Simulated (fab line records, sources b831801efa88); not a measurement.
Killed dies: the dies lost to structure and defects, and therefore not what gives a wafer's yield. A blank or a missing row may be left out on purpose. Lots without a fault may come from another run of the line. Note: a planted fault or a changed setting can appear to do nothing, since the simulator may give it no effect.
fab line records -- flow sky130
record: lots: 7, wafers: 21, last-day: 49
route steps=708 shown VIA4@645 METAL5@661 PAD_OPEN@708
lots that met no fault: from a run of the same line without faults
start-h: the number of hours between the record's first day and the start of the first shown wafer of the lot -- wait-h: hours from the lot's prior step to this one -- " unchanged from the row above -- L1.1+2: one row covering several wafers at once -- - no value, or no start was given -- * or withheld: withheld -- < > ~ a bound
route shown NAME@n: a module of which the file shows steps, and the number in the route of the first -- usual: average and standard deviation across the fault-free wafers -- same: alike in all rows -- chamber/n: place in a boat -- sites: per-site readings -- _std_site: standard deviation across them -- _edge_site: mean of outer sites minus mean of inner sites -- radius-mm: how far each site lies from the wafer's centre -- mask NAME#n: copy n -- behind: the tool/chamber that last shaped the wafer -- hold: the reason the lot was held/the length of the hold in hours/how it ended -- device: which transistor (n, p or np) failed to switch -- end of line: the same wafers' tests at the end of the route -- a step given without rows: its recipe and nothing more -- killed: dies lost to structure and defects at the first sort, not the wafer's yield -- map: a wafer's dies, marking killed ones x, the rest . and places with no die _
set.NAME: the run value of the setting; set.NAME@STEP: its run value at that earlier step -- model.NAME: the simulator's own value behind a step, which no gauge read
a table for each step, a row for each wafer; lots at some steps of the route
services: a tool's chamber out of use, with start hour (start-h, from the record's first day; less than 0 if before it), hours out, and reason
== steps ==
step: SKY_VIA4_COAT_06
recipe: resist: NOVOLAK, spin-rpm: 3000, resist-thk-nm: 1140
step: SKY_VIA4_SOFTBAKE_07
recipe: temp-c: 90, time-s: 60, resist: NOVOLAK
step: SKY_VIA4_EXPOSE_08
recipe: mask-id: VIM4, na: 0.6, source-shape: conventional, sigma-outer: 0.6, polarization: unpolarized, target-cd-nm: 800, dose-mj: 132
step: SKY_VIA4_PEB_09
recipe: temp-c: withheld, time-s: *, resist: NOVOLAK
step: SKY_VIA4_DEVELOP_10
recipe: resist: NOVOLAK, developer: TMAH, develop-time-s: 57.7, dev-temp-c: 23
step: SKY_VIA4_OVL_MEAS_11
usual: VIA4_OVL: 0.7/1.4
lot.wafer,tool,chamber,start-h,wait-h,VIA4_OVL[nm]
L755.1,overlay-01,-,1001.74,0.1,0.2
L755.2,overlay-01,-,1001.74,0.1,2.3
L755.3,overlay-01,-,1001.74,0.1,1.7
L763.1,overlay-01,-,1072.69,0.1,0.7
L763.5,overlay-01,-,1072.69,0.1,-0.1
L763.6,overlay-01,-,1072.69,0.1,-0.3
L765.1,overlay-01,-,1078.04,0.1,0.1
L765.5,overlay-01,-,1078.04,0.1,-0.4
L765.6,overlay-01,-,1078.04,0.1,1.5
L764.1,overlay-01,-,1078.85,0.1,-0.8
L764.3,overlay-01,-,1078.85,0.1,0.3
L764.6,overlay-01,-,1078.85,0.1,1.8
L770.1,overlay-01,-,1108.59,0.1,1.4
L770.4,overlay-01,-,1108.59,0.1,2.5
L770.5,overlay-01,-,1108.59,0.1,-0.8
L771.2,overlay-01,-,1113.46,0.1,0.2
L771.3,overlay-01,-,1113.46,0.1,-0.1
L771.6,overlay-01,-,1113.46,0.1,0.8
L774.2,overlay-02,-,1123.84,0.1,3.1
L774.3,overlay-02,-,1123.84,0.1,3.0
L774.4,overlay-02,-,1123.84,0.1,3.1
step: SKY_VIA4_ETCH_12
recipe: target: SiO2, chemistry: C4F8/O2/Ar, stop-on: TiN, mask-material: NOVOLAK, source-w: 1500, bias-w: 1200, pressure-mtorr: 40, c4f8-flow-sccm: withheld, O2_flow_sccm: 6, Ar_flow_sccm: 300, time-s: withheld, target-depth-a: 5800
usual: oes-product-au: 0.926/0.0049
lot.wafer,tool,chamber,start-h,wait-h,oes-product-au
L755.1,rie-diel-01,2,1001.77,0.0,0.921
L755.2,rie-diel-01,0,1001.77,0.0,0.925
L755.3,rie-diel-01,3,1001.77,0.0,0.936
L763.1,rie-diel-03,3,1072.72,0.0,0.922
L763.5,rie-diel-03,0,1072.72,0.0,0.932
L763.6,rie-diel-03,1,1072.72,0.0,0.918
L765.1,rie-diel-03,2,1078.07,0.0,0.929
L765.5,rie-diel-03,2,1078.07,0.0,0.919
L765.6,rie-diel-03,3,1078.07,0.0,0.928
L764.1,rie-diel-04,2,1078.89,0.0,0.934
L764.3,rie-diel-04,3,1078.89,0.0,0.922
L764.6,rie-diel-04,1,1078.89,0.0,0.918
L770.1,rie-diel-01,2,1108.62,0.0,0.928
L770.4,rie-diel-01,3,1108.62,0.0,0.924
L770.5,rie-diel-01,3,1108.62,0.0,0.924
L771.2,rie-diel-03,0,1113.49,0.0,0.917
L771.3,rie-diel-03,0,1113.49,0.0,0.925
L771.6,rie-diel-03,1,1113.49,0.0,0.925
L774.2,rie-diel-04,1,1123.87,0.0,0.923
L774.3,rie-diel-04,1,1123.87,0.0,0.929
L774.4,rie-diel-04,0,1123.87,0.0,0.929
step: SKY_VIA4_STRIP_13
recipe: chemistry: O2/N2, power-w: 1400, pressure-mtorr: 1500, platen-temp-c: withheld, o2-flow-sccm: 3000, n2-flow-sccm: 300, overash-fraction: 0.5
usual: drypump-motor-current-A: 5.9/0.51, oes-product-au: 0.710/0.0047, strip-time-to-endpoint-s: 12.807/0.03
same: overash-fraction: 0.5
lot.wafer,tool,chamber,start-h,wait-h,drypump-motor-current-A,oes-product-au,rf-hours-counter-h,strip-time-to-endpoint-s
L755.1,plasma-asher-04,0,1001.85,-,6.4,0.712,56,12.756
L755.2,plasma-asher-04,1,1001.85,-,6.2,0.714,56,12.768
L755.3,plasma-asher-04,1,1001.85,-,6.2,0.711,-,12.802
L763.1,plasma-asher-02,1,1072.80,-,5.8,0.704,1,12.826
L763.5,plasma-asher-02,0,1072.80,-,5.6,0.714,-,12.788
L763.6,plasma-asher-02,1,1072.80,-,5.8,0.711,-,12.846
L765.1,plasma-asher-02,0,1078.15,-,5.6,0.712,1,12.782
L765.5,plasma-asher-02,0,1078.15,-,5.6,0.700,-,12.796
L765.6,plasma-asher-02,1,1078.15,-,5.8,0.709,-,12.789
L764.1,plasma-asher-04,0,1078.96,-,6.5,0.713,64,12.791
L764.3,plasma-asher-04,1,1078.96,-,6.2,0.708,-,12.824
L764.6,plasma-asher-04,1,1078.96,-,6.2,0.706,-,12.829
L770.1,plasma-asher-04,0,1108.70,-,6.5,0.721,66,12.771
L770.4,plasma-asher-04,0,1108.70,-,6.5,0.708,-,12.781
L770.5,plasma-asher-04,1,1108.70,-,6.2,0.718,-,12.805
L771.2,plasma-asher-01,1,1113.60,-,6.2,0.711,38,12.812
L771.3,plasma-asher-01,1,1113.60,-,6.2,0.711,-,12.834
L771.6,plasma-asher-01,1,1113.60,-,6.2,0.718,-,12.766
L774.2,plasma-asher-02,1,1123.98,-,5.8,0.711,6,12.806
L774.3,plasma-asher-02,1,1123.98,-,5.8,0.692,-,12.792
L774.4,plasma-asher-02,0,1123.98,-,5.6,0.705,-,12.754
step: SKY_VIA4_STRIP_14
recipe: chemistry: post-etch-residue-remover, time-s: 1200, temp-c: 72.5
step: SKY_VIA4_CLEAN_15
recipe: chemistry: IPA, time-s: 180, temp-c: 25
step: SKY_VIA4_CLEAN_16
recipe: chemistry: O3/DIW, dry: n2-spin
step: SKY_VIA4_SPUTTER_17
recipe: material: TiN, target-thk-nm: 20, chamber-pressure-pa: 5, power-w: 4000, time-s: 80
usual: throttle-valve-pct: 30.1/0.99
lot.wafer,tool,chamber,start-h,wait-h,throttle-valve-pct
L755.1,pvd-sputter-03,-,1002.55,0.0,31.2
L755.2,pvd-sputter-03,-,1002.55,0.0,29.6
L755.3,pvd-sputter-03,-,1002.55,0.0,29.7
L763.1,pvd-sputter-02,-,1073.39,0.0,28.6
L763.5,pvd-sputter-02,-,1073.39,0.0,28.5
L763.6,pvd-sputter-02,-,1073.39,0.0,29.8
L765.1,pvd-sputter-04,-,1078.74,0.0,29.4
L765.5,pvd-sputter-04,-,1078.74,0.0,30.5
L765.6,pvd-sputter-04,-,1078.74,0.0,28.8
L764.1,pvd-sputter-03,-,1079.55,0.0,29.4
L764.3,pvd-sputter-03,-,1079.55,0.0,29.4
L764.6,pvd-sputter-03,-,1079.55,0.0,31.4
L770.1,pvd-sputter-04,-,1109.38,0.0,29.6
L770.4,pvd-sputter-04,-,1109.38,0.0,29.1
L770.5,pvd-sputter-04,-,1109.38,0.0,30.3
L771.2,pvd-sputter-02,-,1114.19,0.0,30.1
L771.3,pvd-sputter-02,-,1114.19,0.0,31.4
L771.6,pvd-sputter-02,-,1114.19,0.0,29.9
L774.2,pvd-sputter-04,-,1124.58,0.0,30.5
L774.3,pvd-sputter-04,-,1124.58,0.0,29.5
L774.4,pvd-sputter-04,-,1124.58,0.0,28.6
step: SKY_VIA4_CVD_18
recipe: material: W, target-thk-nm: 505, time-s: 152.14, temp-c: 400, pressure-torr: 40
usual: heater-power-outer-w: 533/23, heater-power-w: 843/66, susceptor-temp-C: 400.00/0.22
lot.wafer,tool,chamber,start-h,wait-h,heater-power-outer-w,heater-power-w,susceptor-temp-C,model.W_of_VIA4_CVD_18.thk-nm
L755.1,cvd-w-02,1,1002.61,0.0,526,789,399.78,500.8
L755.2,cvd-w-02,0,1002.61,0.0,505,830,399.56,503.8
L755.3,cvd-w-02,0,1002.61,0.0,504,843,399.70,507
L763.1,cvd-w-02,0,1073.45,0.0,514,820,400.27,504.6
L763.5,cvd-w-02,1,1073.45,0.0,531,785,400.29,497.1
L763.6,cvd-w-02,0,1073.45,0.0,503,822,400.10,328.3
L765.1,cvd-w-02,1,1078.80,0.0,534,757,400.10,493.8
L765.5,cvd-w-02,1,1078.80,0.0,549,787,400.05,499.6
L765.6,cvd-w-02,0,1078.80,0.0,517,831,400.48,328.8
L764.1,cvd-w-02,1,1079.61,0.0,530,769,400.00,501.3
L764.3,cvd-w-02,0,1079.61,0.0,507,809,400.25,325.6
L764.6,cvd-w-02,1,1079.61,0.0,551,773,399.99,315.5
L770.1,cvd-w-01,1,1109.44,0.0,554,908,400.09,513.5
L770.4,cvd-w-01,1,1109.44,0.0,554,912,400.14,507.8
L770.5,cvd-w-01,1,1109.44,0.0,552,893,400.01,509.2
L771.2,cvd-w-01,1,1114.25,0.0,536,908,400.25,509.1
L771.3,cvd-w-01,0,1114.25,0.0,566,959,399.72,504.5
L771.6,cvd-w-01,0,1114.25,0.0,567,939,399.75,504.7
L774.2,cvd-w-01,1,1124.64,0.0,541,907,400.02,514.2
L774.3,cvd-w-01,1,1124.64,0.0,542,886,399.97,505.9
L774.4,cvd-w-01,0,1124.64,0.0,572,950,400.04,506.2
step: SKY_VIA4_RS_MEAS_19
recipe: thk-meas-gauge: four-point-probe, reads: W_of_VIA4_CVD_18+TiN_of_VIA4_SPUTTER_17
usual: VIA4_W_RS: 0.227/0.0034
lot.wafer,tool,chamber,start-h,wait-h,VIA4_W_RS[ohm/sq]
L755.1,film-metro-01,-,1002.76,0.1,0.229
L755.2,film-metro-01,-,1002.76,0.1,0.227
L755.3,film-metro-01,-,1002.76,0.1,0.225
L763.1,film-metro-01,-,1073.60,0.1,0.226
L763.5,film-metro-01,-,1073.60,0.1,0.230
L763.6,film-metro-01,-,1073.60,0.1,0.350
L765.1,film-metro-04,-,1078.96,0.1,0.232
L765.5,film-metro-04,-,1078.96,0.1,0.229
L765.6,film-metro-04,-,1078.96,0.1,0.349
L764.1,film-metro-02,-,1079.76,0.1,0.228
L764.3,film-metro-02,-,1079.76,0.1,0.353
L764.6,film-metro-02,-,1079.76,0.1,0.365
L770.1,film-metro-02,-,1109.59,0.1,0.223
L770.4,film-metro-02,-,1109.59,0.1,0.226
L770.5,film-metro-02,-,1109.59,0.1,0.225
L771.2,film-metro-01,-,1114.43,0.1,0.225
L771.3,film-metro-01,-,1114.43,0.1,0.226
L771.6,film-metro-01,-,1114.43,0.1,0.227
L774.2,film-metro-01,-,1124.81,0.1,0.222
L774.3,film-metro-01,-,1124.81,0.1,0.226
L774.4,film-metro-01,-,1124.81,0.1,0.226
step: SKY_VIA4_THK_MEAS_20
recipe: thk-meas-gauge: xrf, reads: W_of_VIA4_CVD_18
usual: VIA4_W_THK: 491/7.9
lot.wafer,tool,chamber,start-h,wait-h,VIA4_W_THK[nm]
L755.1,film-metro-01,-,1002.88,0.1,494
L755.2,film-metro-01,-,1002.88,0.1,498
L755.3,film-metro-01,-,1002.88,0.1,499
L763.1,film-metro-01,-,1073.72,0.1,494
L763.5,film-metro-01,-,1073.72,0.1,486
L763.6,film-metro-01,-,1073.72,0.1,323
L765.1,film-metro-04,-,1079.08,0.1,478
L765.5,film-metro-04,-,1079.08,0.1,480
L765.6,film-metro-04,-,1079.08,0.1,320
L764.1,film-metro-02,-,1079.88,0.1,488
L764.3,film-metro-02,-,1079.88,0.1,319
L764.6,film-metro-02,-,1079.88,0.1,310
L770.1,film-metro-02,-,1109.71,0.1,493
L770.4,film-metro-02,-,1109.71,0.1,488
L770.5,film-metro-02,-,1109.71,0.1,488
L771.2,film-metro-01,-,1114.54,0.1,497
L771.3,film-metro-01,-,1114.54,0.1,491
L771.6,film-metro-01,-,1114.54,0.1,495
L774.2,film-metro-01,-,1124.92,0.1,503
L774.3,film-metro-01,-,1124.92,0.1,494
L774.4,film-metro-01,-,1124.92,0.1,494
step: SKY_VIA4_CMP_21
recipe: stop-on: SiO2, t-overpolish-s: 25, down-force-psi: 3.5, platen-rpm: 60, target-thk-nm: 0, pad-velocity-m-s: 0.94248
usual: motor-current-A: 11.6/1.5, slurry-filter-dp-kPa: 13.52/0.12, time-to-endpoint-s: 124/4.8
lot.wafer,tool,chamber,start-h,wait-h,motor-current-A,slurry-filter-dp-kPa,time-to-endpoint-s
L755.3,cmp-02,0,1002.94,0.0,13.8,13.60,122
L755.2,cmp-02,1,1002.94,0.0,11.4,13.63,120
L755.1,cmp-02,3,1002.94,0.0,10.8,13.46,118
L763.1,cmp-02,0,1073.78,0.1,13.7,13.41,122
L763.6,cmp-02,0,1073.78,0.1,13.7,13.31,82
L763.5,cmp-02,1,1073.78,0.1,10.9,13.46,124
L765.1,cmp-01,2,1079.24,0.1,11.4,13.50,125
L765.5,cmp-01,0,1079.24,0.1,13.7,13.55,119
L765.6,cmp-01,1,1079.24,0.1,11.2,13.30,86
L764.1,cmp-02,1,1079.99,0.1,11.5,13.61,117
L764.3,cmp-02,2,1079.99,0.1,9.7,13.69,80
L764.6,cmp-02,0,1079.99,0.1,14.1,13.47,77
L770.4,cmp-02,3,1109.77,0.0,11.2,13.45,120
L770.1,cmp-02,2,1109.77,0.0,9.6,13.78,128
L770.5,cmp-02,0,1109.77,0.0,14.3,13.53,130
L771.3,cmp-02,3,1114.59,0.0,10.9,13.55,116
L771.2,cmp-02,1,1114.59,0.0,11.6,13.56,123
L771.6,cmp-02,3,1114.59,0.0,11.0,13.41,117
L774.4,cmp-01,2,1124.97,0.0,11.6,13.57,125
L774.3,cmp-01,3,1124.97,0.0,9.8,13.65,132
L774.2,cmp-01,0,1124.97,0.0,13.1,13.66,124
step: SKY_METAL5_SPUTTER_00
recipe: material: Ti, target-thk-nm: 15, power-w: 3000, time-s: 10, chamber-pressure-pa: 0.4
usual: throttle-valve-pct: 30.2/1.2
lot.wafer,tool,chamber,start-h,wait-h,throttle-valve-pct
L755.1,pvd-sputter-01,-,1003.24,0.1,28.8
L755.2,pvd-sputter-01,-,1003.24,0.1,30.2
L755.3,pvd-sputter-01,-,1003.24,0.1,32.6
L763.1,pvd-sputter-02,-,1074.08,0.2,31.0
L763.5,pvd-sputter-02,-,1074.08,0.2,31.5
L763.6,pvd-sputter-02,-,1074.08,0.2,31.3
L765.1,pvd-sputter-04,-,1079.44,0.1,29.5
L765.5,pvd-sputter-04,-,1079.44,0.1,30.2
L765.6,pvd-sputter-04,-,1079.44,0.1,28.9
L764.1,pvd-sputter-02,-,1080.24,0.2,28.6
L764.3,pvd-sputter-02,-,1080.24,0.2,31.3
L764.6,pvd-sputter-02,-,1080.24,0.2,31.3
L770.1,pvd-sputter-04,-,1110.07,0.1,29.0
L770.4,pvd-sputter-04,-,1110.07,0.1,29.4
L770.5,pvd-sputter-04,-,1110.07,0.1,30.2
L771.2,pvd-sputter-02,-,1114.89,0.1,31.2
L771.3,pvd-sputter-02,-,1114.89,0.1,30.0
L771.6,pvd-sputter-02,-,1114.89,0.1,29.9
L774.2,pvd-sputter-02,-,1125.27,0.1,30.0
L774.3,pvd-sputter-02,-,1125.27,0.1,31.3
L774.4,pvd-sputter-02,-,1125.27,0.1,31.1
step: SKY_PAD_OPEN_PROBE_99
usual: defect-limited-yield: 82.4/1.7, killed_at_M0_to_M3: 43/6.4, killed_at_M4_up: 3.5/1.8, killed-at-contacts: 25/5.7, killed-at-front-end: 15/3.9, killed-at-other: 0.3/0.67, killed-dies: 87/8.6, killed-open: 47/6.7, killed-short: 39/5.9, sort_bin_3_pad_short: 0.9/0.43, sort_bin_5_function: 10.4/1.3, sort_bin_6_memory: 6.3/1.1, sort-n-pass: 405/8.6, sort-yield-pct: 82.4/1.7
same: gross-dies: 492, killed-at-back-side: 0, sort_bin_4_leakage[%]: 0, sort_bin_8_speed[%]: 0
lot.wafer,tool,chamber,start-h,wait-h,defect-limited-yield[%],killed_at_M0_to_M3,killed_at_M4_up,killed-at-contacts,killed-at-front-end,killed-at-other,killed-dies,killed-open,killed-short,sort_bin_3_pad_short[%],sort_bin_5_function[%],sort_bin_6_memory[%],sort-n-pass,sort-yield-pct[%]
L755.1,prober-01,-,1074.53,0.1,82.5,34,3,30,19,0,86,49,36,0.4,9.3,7.7,406,82.5
L755.2,prober-01,-,1074.58,0.1,82.9,49,3,23,9,0,84,44,39,0.8,10.2,6.1,408,82.9
L755.3,prober-01,-,1074.63,0.2,83.1,36,5,27,15,0,83,46,36,0.6,10.8,5.5,409,83.1
L763.1,prober-01,-,1137.46,0.1,84.3,42,2,21,12,0,77,50,27,0.6,9.1,5.9,415,84.3
L763.5,prober-01,-,1137.66,0.2,83.7,39,5,19,17,0,80,44,36,0.8,8.3,7.1,412,83.7
L763.6,prober-01,-,1137.71,0.2,83.9,44,4,16,14,1,79,38,41,0.8,8.3,6.9,413,83.9
L765.1,prober-02,-,1142.13,0.1,83.9,40,3,19,17,0,79,37,42,0.6,10.4,5.1,413,83.9
L765.5,prober-02,-,1142.33,0.2,82.9,40,5,27,12,0,84,49,34,0.4,10.6,6.1,408,82.9
L765.6,prober-02,-,1142.38,0.2,80.5,42,3,34,17,0,96,56,39,1.0,11.2,7.3,396,80.5
L764.1,prober-01,-,1143.98,0.1,81.5,48,1,23,17,2,91,42,49,2.0,10.4,6.1,401,81.5
L764.3,prober-01,-,1144.08,0.2,83.1,40,3,25,15,0,83,46,37,0.2,11.2,5.5,409,83.1
L764.6,prober-01,-,1144.23,0.2,82.7,45,6,19,15,0,85,49,36,1.2,8.7,7.3,407,82.7
L770.1,prober-02,-,1170.60,0.1,80.3,52,3,27,14,1,97,52,45,1.8,11.6,6.3,395,80.3
L770.4,prober-02,-,1170.75,0.2,81.7,43,3,26,18,0,90,55,35,1.0,10.0,7.3,402,81.7
L770.5,prober-02,-,1170.80,0.2,81.5,48,4,19,20,0,91,46,45,1.6,11.0,5.9,401,81.5
L771.2,prober-01,-,1173.31,0.1,85.2,37,4,17,15,0,73,37,36,1.4,8.7,4.7,419,85.2
L771.3,prober-01,-,1173.36,0.2,82.9,34,3,31,12,4,84,51,31,0.8,11.4,4.9,408,82.9
L771.6,prober-01,-,1173.51,0.2,82.9,41,4,25,14,0,84,45,39,0.4,10.4,6.3,408,82.9
L774.2,prober-02,-,1182.65,0.1,80.7,46,4,25,19,1,95,56,39,1.0,10.6,7.7,397,80.7
L774.3,prober-02,-,1182.70,0.2,83.9,38,3,20,18,0,79,43,36,1.2,10.8,4.1,413,83.9
L774.4,prober-02,-,1182.75,0.2,84.1,45,6,15,12,0,78,35,43,1.6,9.3,4.9,414,84.1
killed by level:class
L755.1 CONTACT:geometric-particle:open=14 VIA1:geometric-particle:open=7 VIA2:geometric-particle:open=6 POLY_GATE:geometric-particle:open=5 LOCAL_INTERCONNECT:geometric-particle:short=5 METAL2:geometric-particle:short=5 METAL3:geometric-particle:short=4 CONTACT:geometric-particle:short=4
L755.2 VIA2:geometric-particle:open=11 CONTACT:geometric-particle:open=10 VIA1:geometric-particle:open=7 METAL2:geometric-particle:short=7 METAL1:geometric-particle:short=6 LI_CONTACT:geometric-particle:open=5 CONTACT:geometric-particle:short=4 VIA2:geometric-particle:short=4
L755.3 CONTACT:geometric-particle:open=12 FIELD_ISO:geometric-particle:open=7 CONTACT:geometric-particle:short=6 VIA1:geometric-particle:open=6 LI_CONTACT:geometric-particle:open=5 METAL1:geometric-particle:short=5 METAL4:geometric-particle:short=5 METAL2:geometric-particle:short=5
L763.1 VIA1:geometric-particle:open=11 CONTACT:geometric-particle:open=9 VIA3:geometric-particle:open=8 VIA2:geometric-particle:open=7 FIELD_ISO:geometric-particle:short=4 FIELD_ISO:geometric-particle:open=4 VIA1:geometric-particle:short=4 LI_CONTACT:geometric-particle:open=3
L763.5 VIA1:geometric-particle:open=10 CONTACT:geometric-particle:open=7 VIA3:geometric-particle:open=6 FIELD_ISO:geometric-particle:open=5 METAL2:geometric-particle:short=5 LI_CONTACT:geometric-particle:open=4 VIA1:geometric-particle:short=4 VIA2:geometric-particle:short=4
L763.6 VIA1:geometric-particle:short=8 METAL2:geometric-particle:short=7 VIA2:geometric-particle:open=7 VIA3:geometric-particle:open=7 CONTACT:geometric-particle:open=5 VIA1:geometric-particle:open=5 FIELD_ISO:geometric-particle:short=4 POLY_GATE:geometric-particle:short=4
L765.1 VIA1:geometric-particle:open=10 FIELD_ISO:geometric-particle:short=7 LI_CONTACT:geometric-particle:open=7 VIA3:geometric-particle:open=6 VIA3:geometric-particle:short=6 POLY_GATE:geometric-particle:open=4 LI_CONTACT:geometric-particle:short=4 LOCAL_INTERCONNECT:geometric-particle:short=4
L765.5 VIA1:geometric-particle:open=9 CONTACT:geometric-particle:open=9 METAL1:geometric-particle:short=9 CONTACT:geometric-particle:short=7 LI_CONTACT:geometric-particle:open=6 VIA2:geometric-particle:open=6 POLY_GATE:geometric-particle:open=4 FIELD_ISO:geometric-particle:open=3
L765.6 VIA1:geometric-particle:open=15 CONTACT:geometric-particle:open=10 LI_CONTACT:geometric-particle:open=8 LOCAL_INTERCONNECT:geometric-particle:short=6 CONTACT:geometric-particle:short=5 VIA3:geometric-particle:open=5 POLY_GATE:geometric-particle:open=4 METAL1:geometric-particle:short=4
L764.1 VIA1:geometric-particle:open=10 LI_CONTACT:geometric-particle:open=9 METAL2:geometric-particle:short=8 FIELD_ISO:geometric-particle:short=6 VIA1:geometric-particle:short=6 CONTACT:geometric-particle:open=6 METAL1:geometric-particle:short=6 VIA3:geometric-particle:open=5
L764.3 VIA1:geometric-particle:open=10 CONTACT:geometric-particle:open=8 LI_CONTACT:geometric-particle:open=7 VIA2:geometric-particle:open=7 METAL2:geometric-particle:short=5 LOCAL_INTERCONNECT:geometric-particle:short=5 METAL1:geometric-particle:short=5 FIELD_ISO:geometric-particle:open=4
L764.6 VIA1:geometric-particle:open=12 VIA3:geometric-particle:open=9 METAL1:geometric-particle:short=7 CONTACT:geometric-particle:open=6 METAL2:geometric-particle:short=6 FIELD_ISO:geometric-particle:short=4 LI_CONTACT:geometric-particle:open=4 FIELD_ISO:geometric-particle:open=4
L770.1 VIA2:geometric-particle:open=11 LI_CONTACT:geometric-particle:open=9 CONTACT:geometric-particle:open=9 METAL1:geometric-particle:short=9 METAL2:geometric-particle:short=8 VIA3:geometric-particle:open=8 VIA1:geometric-particle:open=6 VIA2:geometric-particle:short=5
L770.4 LI_CONTACT:geometric-particle:open=14 VIA1:geometric-particle:open=10 FIELD_ISO:geometric-particle:open=9 VIA3:geometric-particle:open=7 VIA2:geometric-particle:open=6 VIA3:geometric-particle:short=4 POLY_GATE:geometric-particle:short=4 CONTACT:geometric-particle:open=4
L770.5 CONTACT:geometric-particle:open=8 VIA3:geometric-particle:open=8 FIELD_ISO:geometric-particle:open=6 METAL1:geometric-particle:short=6 LI_CONTACT:geometric-particle:open=5 VIA1:geometric-particle:short=5 VIA1:geometric-particle:open=5 METAL3:geometric-particle:short=5
L771.2 VIA1:geometric-particle:open=7 VIA2:geometric-particle:open=6 VIA3:geometric-particle:open=6 METAL1:geometric-particle:short=5 FIELD_ISO:geometric-particle:open=4 LI_CONTACT:geometric-particle:short=4 LOCAL_INTERCONNECT:geometric-particle:short=4 METAL2:geometric-particle:short=4
L771.3 CONTACT:geometric-particle:open=15 METAL2:geometric-particle:short=9 LI_CONTACT:geometric-particle:open=8 VIA3:geometric-particle:open=6 FIELD_ISO:geometric-particle:open=5 VIA1:geometric-particle:open=5 VIA2:geometric-particle:open=5 FIELD_ISO:geometric-particle:short=4
L771.6 CONTACT:geometric-particle:open=10 VIA2:geometric-particle:open=7 CONTACT:geometric-particle:short=7 VIA1:geometric-particle:open=7 METAL2:geometric-particle:short=6 POLY_GATE:geometric-particle:open=5 METAL1:geometric-particle:short=4 VIA3:geometric-particle:open=4
L774.2 VIA1:geometric-particle:open=17 VIA2:geometric-particle:open=9 CONTACT:geometric-particle:open=7 CONTACT:geometric-particle:short=6 LI_CONTACT:geometric-particle:short=5 POLY_GATE:geometric-particle:open=4 LI_CONTACT:geometric-particle:open=4 METAL2:geometric-particle:short=4
L774.3 VIA1:geometric-particle:open=11 VIA2:geometric-particle:open=7 FIELD_ISO:geometric-particle:open=6 LI_CONTACT:geometric-particle:open=6 METAL1:geometric-particle:short=6 CONTACT:geometric-particle:open=5 VIA1:geometric-particle:short=5 FIELD_ISO:geometric-particle:short=4
L774.4 VIA1:geometric-particle:open=9 VIA3:geometric-particle:open=9 VIA1:geometric-particle:short=8 FIELD_ISO:geometric-particle:short=5 METAL1:geometric-particle:short=5 VIA2:geometric-particle:open=5 CONTACT:geometric-particle:short=4 METAL4:geometric-particle:short=4
== services ==
tool,chamber,start-h,hours,kind
rie-diel-01,2,988.82,9.7,repair
cmp-02,-,994.59,3.7,pm
rie-diel-01,-,998.96,2.8,pm
rie-diel-04,-,1003.82,10.0,pm
rie-diel-03,0,1008.62,8.3,repair
rie-diel-01,1,1023.27,4.8,repair
rie-diel-03,-,1025.66,1.1,repair
cmp-02,-,1028.52,1.4,repair
plasma-asher-02,-,1030.45,17.8,repair
rie-diel-04,-,1032.15,2.8,pm
rie-diel-01,-,1033.01,2.7,repair
cmp-01,-,1041.41,3.4,repair
cmp-01,-,1043.22,1.2,repair
cmp-01,-,1044.86,3.5,pm
rie-diel-01,0,1047.15,5.2,repair
cvd-w-01,0,1051.17,1.4,repair
plasma-asher-02,-,1055.25,9.0,pm
cmp-01,-,1060.70,0.6,repair
cmp-01,-,1060.89,2.9,repair
cvd-w-01,-,1071.84,28.1,pm
rie-diel-03,3,1089.16,11.9,repair
rie-diel-03,2,1103.82,12.5,repair
rie-diel-03,3,1105.37,24.4,repair
plasma-asher-02,-,1111.89,0.3,repair
== key ==
first-sign: step: SKY_VIA4_RS_MEAS_19, reading: VIA4_W_RS, direction: up, sigmas: 38, usual: 0.227, struck: 0.354
effect: step: SKY_VIA4_THK_MEAS_20, reading: VIA4_W_THK, direction: down, sigmas: 22, usual: 491, struck: 318
effect: step: SKY_VIA4_CMP_21, reading: time-to-endpoint-s, direction: down, sigmas: 8.9, usual: *, struck: *
model-effect: step: SKY_VIA4_CVD_18, value: W_of_VIA4_CVD_18.thk-nm, without: 508.3, struck: 324.5
met-at SKY_VIA4_CVD_18
struck-wafers L763.6,L764.3,L764.6,L765.6
onset-between 1002.61 1073.45
fault: kind: process-parameter-drift, tool: cvd-w-02, chamber: -, onset-h: 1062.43, steps: SKY_VIA4_CVD_18, channel: target-thk-nm, offset: -182.39, shape: step, end-h: 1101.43, scope: struck-wafers-only, acts-in: these-recipes-only, stated: 505
